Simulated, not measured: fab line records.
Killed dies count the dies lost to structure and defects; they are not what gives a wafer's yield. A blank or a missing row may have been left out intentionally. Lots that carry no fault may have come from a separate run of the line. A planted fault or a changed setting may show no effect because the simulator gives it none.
fab line records	flow sfq_line
record lots=14	wafers=42	last_day=92
route steps=325 shown M6@261 I6@276 I7@307
lots untouched by any fault: they come from a run of this same line in which no faults occurred
start_h: start of the lot's first displayed wafer, in hours after the record's first day	wait_h: time in hours since the lot's previous step	" repeats the value in the row above	L1.1+2: one row covering several wafers at once	- value missing, or start not given	* or withheld: withheld	< > ~ a bound
route shown NAME@n: names a module that has steps shown in the file, with the first one's number in the route	usual: mean/standard deviation taken from wafers without a fault	same: alike in all rows	chamber/n: place in a boat	sites: each site's reading	_std_site: standard deviation of those values	_edge_site: the outer-site mean with the inner-site mean subtracted	radius_mm: how far each site lies from the wafer's centre	mask NAME#n: copy n	behind: the tool/chamber that last shaped the wafer	hold: why the lot went on hold/how many hours it stayed there/how the hold came to an end	device: the n, p or np transistor that did not switch	end of line: the route-end tests of the same wafers	step lacking rows: just its recipe	killed: dies lost to structure and defects at the first sort, not the wafer's yield	map: dies across one wafer; x = killed, . = not, _ = none there
set.NAME: the setting as run; set.NAME@STEP: as run at that earlier step	model.NAME: the simulator's own value behind a step, which no gauge read
the route's steps for a sample of lots (tables are steps, rows are wafers)
services: the hour from which a tool's chamber was out of use, counted from the record's first day as start_h (under 0 if before that day), plus the number of hours and why
## steps
# step SFQ_M6_OVL_MEAS_940
# usual M6_OVL=2/4.9
lot.wafer	tool	chamber	start_h	wait_h	M6_OVL[nm]
L153.4	overlay-01	-	1729.13	0.1	-1
L153.5	"	-	"	"	2
L153.6	"	-	"	"	6
L154.1	overlay-01	-	1730.31	0.1	2
L154.2	"	-	"	"	4
L154.5	"	-	"	"	1
L155.1	overlay-02	-	1734.36	0.1	4
L155.3	"	-	"	"	7
L155.4	"	-	"	"	-1
L156.1	overlay-01	-	1736.76	0.1	11
L156.2	"	-	"	"	10
L156.5	"	-	"	"	14
L157.1	overlay-02	-	1741.57	0.1	5
L157.4	"	-	"	"	1
L157.5	"	-	"	"	-3
L158.2	overlay-02	-	1829.88	0.1	-8
L158.4	"	-	"	"	1
L158.5	"	-	"	"	-2
L159.1	overlay-02	-	1835.87	0.1	2
L159.3	"	-	"	"	7
L159.5	"	-	"	"	8
L160.1	overlay-02	-	1846.22	0.1	0
L160.2	"	-	"	"	-1
L160.4	"	-	"	"	0
L161.2	overlay-02	-	1848.63	0.1	2
L161.4	"	-	"	"	-1
L161.5	"	-	"	"	3
L164.1	overlay-01	-	1909.18	0.1	7
L164.3	"	-	"	"	8
L164.4	"	-	"	"	4
L169.1	overlay-01	-	1921.93	0.1	2
L169.5	"	-	"	"	7
L169.6	"	-	"	"	7
L172.1	overlay-02	-	1925.53	0.1	1
L172.2	"	-	"	"	-8
L172.6	"	-	"	"	-5
L174.3	overlay-02	-	1927.94	0.1	3
L174.5	"	-	"	"	5
L174.6	"	-	"	"	0
L175.1	overlay-02	-	1929.13	0.1	9
L175.2	"	-	"	"	7
L175.6	"	-	"	"	12
# step SFQ_TRILAYER_M6_BARC_OPEN_METAL_ETCH_206
# recipe mask_material=PR	chemistry=O2	target_depth_nm=125	target=BARC	icp_w=600	bias_w=80	pressure_mtorr=10	time_s=41.7
# usual bias_w=79.97/0.25	drypump_motor_current_A=5.5/0.32	oes_product_au=0.685/0.005	rf_fwd_power_W=593.6/2.8	run_length_s=70.0/0.4
lot.wafer	tool	chamber	start_h	wait_h	bias_w	drypump_motor_current_A	oes_product_au	rf_fwd_power_W	rf_hours_counter_h	run_length_s
L153.4	rie_metal-03	0	1729.17	0.0	79.73	5.9	0.688	596.3	-	70.7
L153.5	"	1	"	"	80.01	5.2	0.673	592.7	-	70.1
L153.6	"	0	"	"	79.82	6.0	0.677	597.2	-	70.1
L154.1	rie_metal-04	1	1730.35	0.0	79.47	5.5	0.691	591.8	104	70.3
L154.2	"	0	"	"	79.61	5.4	0.680	593.1	24	70.0
L154.5	"	0	"	"	79.87	5.3	0.692	595.4	-	70.2
L155.1	rie_metal-04	1	1734.39	0.0	79.85	5.5	0.679	593.4	105	70.4
L155.3	"	1	"	"	79.85	5.5	0.690	591.9	-	70.0
L155.4	"	0	"	"	80.08	5.4	0.683	595.3	-	69.6
L156.1	rie_metal-04	1	1736.79	0.0	79.59	5.5	0.698	592.3	105	70.4
L156.2	"	0	"	"	79.98	5.4	0.684	593.6	26	69.5
L156.5	"	0	"	"	80.37	5.4	0.690	593.5	-	69.7
L157.1	rie_metal-03	0	1741.61	0.0	80.17	5.9	0.684	592.3	106	70.4
L157.4	"	0	"	"	80.23	5.9	0.683	595.5	-	70.5
L157.5	"	0	"	"	80.53	5.9	0.691	592.3	-	70.6
L158.2	rie_metal-04	0	1829.93	0.0	80.15	5.4	0.683	594.7	-	70.1
L158.4	"	0	"	"	79.54	5.4	0.685	594.7	-	69.5
L158.5	"	0	"	"	79.87	5.4	0.688	595.5	-	69.9
L159.1	rie_metal-04	0	1835.91	0.0	80.12	5.4	0.679	595.0	41	70.2
L159.3	"	0	"	"	80.41	5.4	0.687	595.7	-	69.7
L159.5	"	0	"	"	80.42	5.4	0.690	595.3	-	69.5
L160.1	rie_metal-02	0	1846.26	0.0	79.61	5.5	0.680	589.8	18	70.8
L160.2	"	1	"	"	80.12	6.3	0.686	591.0	44	70.4
L160.4	"	1	"	"	80.10	6.3	0.684	591.1	-	70.9
L161.2	rie_metal-04	0	1848.66	0.0	80.21	5.4	0.678	594.4	44	69.7
L161.4	"	0	"	"	79.72	5.4	0.683	593.2	-	69.6
L161.5	"	0	"	"	79.81	5.4	0.681	596.7	-	69.5
L164.1	rie_metal-03	1	1909.22	0.0	80.32	5.2	0.682	594.0	121	70.1
L164.3	"	1	"	"	79.80	5.2	0.690	595.3	-	69.6
L164.4	"	1	"	"	80.20	5.2	0.684	597.3	-	70.0
L169.1	rie_metal-03	0	1921.97	0.0	79.85	5.9	0.683	596.5	1	70.2
L169.5	"	0	"	"	79.70	5.9	0.683	595.8	-	70.2
L169.6	"	1	"	"	79.99	5.1	0.686	597.9	-	70.1
L172.1	rie_metal-03	1	1925.57	0.0	79.66	5.2	0.687	594.5	125	69.9
L172.2	"	0	"	"	79.93	5.9	0.674	596.0	1	70.8
L172.6	"	0	"	"	79.78	5.9	0.682	597.9	-	70.2
L174.3	rie_metal-03	1	1927.99	0.0	79.84	5.2	0.688	595.1	-	70.2
L174.5	"	0	"	"	80.29	5.9	0.681	594.9	-	70.6
L174.6	"	1	"	"	80.04	5.2	0.690	597.7	-	70.5
L175.1	rie_metal-04	1	1929.17	0.0	79.89	5.5	0.675	595.7	16	69.8
L175.2	"	0	"	"	79.92	5.4	0.689	594.7	60	69.8
L175.6	"	0	"	"	79.85	5.4	0.684	592.7	-	69.5
# step SFQ_I6_OVL_MEAS_942
# usual I6_OVL=1/5.3
lot.wafer	tool	chamber	start_h	wait_h	I6_OVL[nm]
L153.4	overlay-01	-	1737.97	0.1	-4
L153.5	"	-	"	"	0
L153.6	"	-	"	"	6
L154.1	overlay-02	-	1739.77	0.1	7
L154.2	"	-	"	"	10
L154.5	"	-	"	"	10
L155.1	overlay-02	-	1743.97	0.1	-8
L155.3	"	-	"	"	0
L155.4	"	-	"	"	-4
L156.1	overlay-02	-	1822.67	0.1	2
L156.2	"	-	"	"	5
L156.5	"	-	"	"	2
L157.1	overlay-02	-	1834.67	0.1	3
L157.4	"	-	"	"	-2
L157.5	"	-	"	"	3
L158.2	overlay-01	-	1844.39	0.1	6
L158.4	"	-	"	"	3
L158.5	"	-	"	"	7
L159.1	overlay-01	-	1845.58	0.1	-1
L159.3	"	-	"	"	4
L159.5	"	-	"	"	0
L160.1	overlay-01	-	1929.00	0.1	-1
L160.2	"	-	"	"	-4
L160.4	"	-	"	"	-6
L161.2	overlay-01	-	1932.61	0.1	2
L161.4	"	-	"	"	5
L161.5	"	-	"	"	3
L164.1	overlay-02	-	1989.20	0.1	1
L164.3	"	-	"	"	1
L164.4	"	-	"	"	2
L169.1	overlay-01	-	2004.93	0.1	-2
L169.5	"	-	"	"	-3
L169.6	"	-	"	"	-3
L172.1	overlay-02	-	2015.85	0.1	-10
L172.2	"	-	"	"	1
L172.6	"	-	"	"	2
L174.3	overlay-02	-	2023.06	0.1	-4
L174.5	"	-	"	"	-2
L174.6	"	-	"	"	1
L175.1	overlay-01	-	2024.25	0.1	0
L175.2	"	-	"	"	-2
L175.6	"	-	"	"	3
# step SFQ_TRILAYER_I7_VIA_BARC_OPEN_VIA_ETCH_260
# recipe mask_material=PR	chemistry=O2	target_depth_nm=125	target=BARC	source_w=500	bias_w=80	pressure_mtorr=30	time_s=41.7
# usual bias_w=80.03/0.21	drypump_motor_current_A=5.7/0.34	oes_product_au=0.685/0.0047	rf_fwd_power_W=493.8/2.5	run_length_s=69.9/0.46
lot.wafer	tool	chamber	start_h	wait_h	bias_w	drypump_motor_current_A	oes_product_au	rf_fwd_power_W	rf_hours_counter_h	run_length_s
L153.4	rie_diel-02	0	1751.11	0.0	80.00	5.8	0.677	491.5	10	69.3
L153.5	"	0	"	"	79.96	5.9	0.690	488.9	-	69.1
L153.6	"	1	"	"	79.92	5.3	0.687	491.2	-	69.4
L154.1	rie_diel-02	2	1840.69	0.0	79.94	5.9	0.696	491.7	6	70.1
L154.2	"	3	"	"	79.69	6.2	0.690	496.7	13	70.6
L154.5	"	2	"	"	79.88	6.0	0.685	494.2	-	69.7
L155.1	rie_diel-04	2	1843.10	0.0	79.76	5.4	0.686	492.9	5	69.1
L155.3	"	3	"	"	79.66	5.6	0.689	495.6	3	70.2
L155.4	"	1	"	"	80.24	5.2	0.689	490.3	4	70.2
L156.1	rie_diel-04	3	1936.37	0.0	80.10	5.6	0.684	495.5	5	69.9
L156.2	"	0	"	"	79.62	5.9	0.680	498.7	3	69.9
L156.5	"	0	"	"	79.80	5.8	0.688	497.3	-	70.3
L157.1	rie_diel-02	3	1939.97	0.0	80.01	6.2	0.685	496.9	14	70.1
L157.4	"	2	"	"	80.24	6.0	0.684	494.9	7	69.9
L157.5	"	2	"	"	80.20	6.0	0.689	493.2	-	69.7
L158.2	rie_diel-04	0	1941.17	0.0	80.03	5.8	0.689	497.3	3	69.4
L158.4	"	1	"	"	79.97	5.2	0.683	493.4	-	70.1
L158.5	"	3	"	"	79.90	5.7	0.687	496.9	-	69.7
L159.1	rie_diel-01	1	1942.37	0.0	79.94	6.1	0.683	493.9	15	70.4
L159.3	"	0	"	"	79.76	5.9	0.688	492.5	11	70.4
L159.5	"	2	"	"	79.66	5.7	0.682	492.5	-	70.3
L160.1	rie_diel-01	0	2101.53	0.0	80.27	5.9	0.688	493.3	13	70.9
L160.2	"	1	"	"	79.72	6.0	0.678	495.2	16	70.6
L160.4	"	1	"	"	80.07	6.0	0.681	494.2	-	70.6
L161.2	rie_diel-02	3	2106.33	0.0	80.41	6.2	0.684	494.2	16	70.3
L161.4	"	2	"	"	80.15	6.0	0.680	496.7	9	69.7
L161.5	"	2	"	"	79.76	6.0	0.682	496.7	-	70.3
L164.1	rie_diel-02	3	2174.73	0.0	79.79	6.2	0.683	491.4	16	70.4
L164.3	"	0	"	"	80.14	5.8	0.682	491.5	14	69.3
L164.4	"	1	"	"	-	5.4	0.819	-	1	60.8
L169.1	rie_diel-02	3	2191.66	0.0	79.98	6.2	0.689	493.5	16	70.0
L169.5	"	1	"	"	-	5.3	0.820	-	-	60.6
L169.6	"	0	"	"	80.10	5.9	0.685	490.4	-	69.5
L172.1	rie_diel-04	0	2198.86	0.0	79.78	5.9	0.684	495.4	6	70.0
L172.2	"	1	"	"	80.26	5.2	0.694	491.8	8	70.2
L172.6	"	1	"	"	80.18	5.2	0.685	492.3	-	70.1
L174.3	rie_diel-04	2	2202.46	0.0	79.99	5.4	0.689	490.6	8	69.4
L174.5	"	2	"	"	80.26	5.4	0.684	491.0	-	69.4
L174.6	"	3	"	"	79.61	5.7	0.682	494.5	-	69.9
L175.1	rie_diel-01	1	2204.86	0.0	80.48	6.1	0.693	494.7	18	70.2
L175.2	"	0	"	"	80.38	5.9	0.689	492.7	15	70.5
L175.6	"	1	"	"	80.05	6.0	0.687	495.7	-	70.7
## services
tool	chamber	start_h	hours	kind
rie_diel-02	-	1735.07	0.2	repair
rie_diel-02	1	1776.30	2.3	repair
rie_diel-01	2	1778.64	4.4	repair
rie_metal-03	0	1786.01	32.8	repair
rie_diel-01	3	1839.28	2.2	repair
rie_metal-04	-	1843.62	1.9	repair
rie_metal-04	-	1862.44	2.8	pm
rie_metal-03	-	1885.53	0.5	repair
rie_diel-01	0	1909.64	13.7	repair
rie_diel-02	-	1912.69	0.7	repair
rie_diel-01	3	1921.06	10.1	repair
rie_diel-02	0	1921.37	12.4	repair
rie_diel-04	2	1939.23	9.6	repair
rie_diel-01	2	1960.00	1.4	repair
rie_diel-02	0	1999.58	1.2	repair
rie_metal-04	-	2016.94	2.7	repair
rie_diel-02	3	2043.43	9.7	repair
rie_metal-04	-	2052.29	1.1	repair
rie_diel-04	2	2101.10	35.8	repair
rie_metal-03	-	2116.05	0.8	repair
rie_diel-02	0	2120.64	7.4	repair
rie_diel-02	-	2139.85	0.6	repair
rie_metal-03	-	2153.70	1.4	pm
rie_diel-04	0	2171.56	5.1	repair
## key
first_sign step=SFQ_TRILAYER_I7_VIA_BARC_OPEN_VIA_ETCH_260	reading=oes_product_au	direction=up	sigmas=29	usual=0.685	struck=0.819
effect step=SFQ_TRILAYER_I7_VIA_BARC_OPEN_VIA_ETCH_260	reading=run_length_s	direction=down	sigmas=20	usual=*	struck=*
met_at SFQ_TRILAYER_I7_VIA_BARC_OPEN_VIA_ETCH_260
struck_lots L164,L169
struck_wafers L164.4,L169.5
not_acting_at SFQ_M6_OVL_MEAS_940,SFQ_TRILAYER_M6_BARC_OPEN_METAL_ETCH_206,SFQ_I6_OVL_MEAS_942
onset_between 2106.33 2174.73
fault kind=process_parameter_drift	tool=rie_diel-02	chamber=-	onset_h=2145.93	steps=SFQ_TRILAYER_I7_VIA_BARC_OPEN_VIA_ETCH_260	channel=time_s	offset=*	shape=step	end_h=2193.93	scope=struck_wafers_only	acts_in=*	stated=*
